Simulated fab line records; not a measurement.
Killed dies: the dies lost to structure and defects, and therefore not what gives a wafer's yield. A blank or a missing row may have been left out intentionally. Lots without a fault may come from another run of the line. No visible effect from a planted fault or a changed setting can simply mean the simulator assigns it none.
Chamber matching	flow sfq line	4 sister chambers for SFQ_TRILAYER_I0_CMP_CMP_028 on cmp-02
The step polishes SiO2. 4 wafers are shown with their chamber, then 8 later ones without.

== WAFERS PAIRED WITH THEIR CHAMBERS ==
wafer	chamber	motor current A (A)
L920.3	0	9.4
L921.2	3	11.4
L921.5	2	10.2
L922.1	1	8.9

== WAFERS WITHOUT THEIR CHAMBER ==
wafer	motor current A (A)
L922.2	10.1
L922.6	9.7
L923.3	9.5
L923.4	10.4
L923.5	11.4
L927.2	11.1
L927.5	10.2
L927.6	9.1

== EACH ONE'S CHAMBER ==
wafer	from the rows above	in truth
L922.2	2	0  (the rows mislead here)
L922.6	can't be placed: 0 or 2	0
L923.3	0	0
L923.4	2	2
L923.5	3	3
L927.2	3	3
L927.5	2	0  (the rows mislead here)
L927.6	can't be placed: 1 or 0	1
Placed correctly: 4 of 8. Not placeable from these rows: 2 (in 2, the candidates include the true chamber). 2 placed wrongly.
How it was worked out, from the rows above alone: a wafer's distance from a chamber is the root of the sum, over the readings, of the square of ((its reading less the chamber's mean) divided by the reading's scatter). If the next closest chamber is less than 2 further off than the closest, the wafer can't be placed; otherwise it belongs to the closest. For every chamber, the mean is computed from those of its wafers that are shown. The scatter (one wafer shown for each chamber): square how far every hidden wafer sits from the nearest shown wafer, average those squares and take the square root.
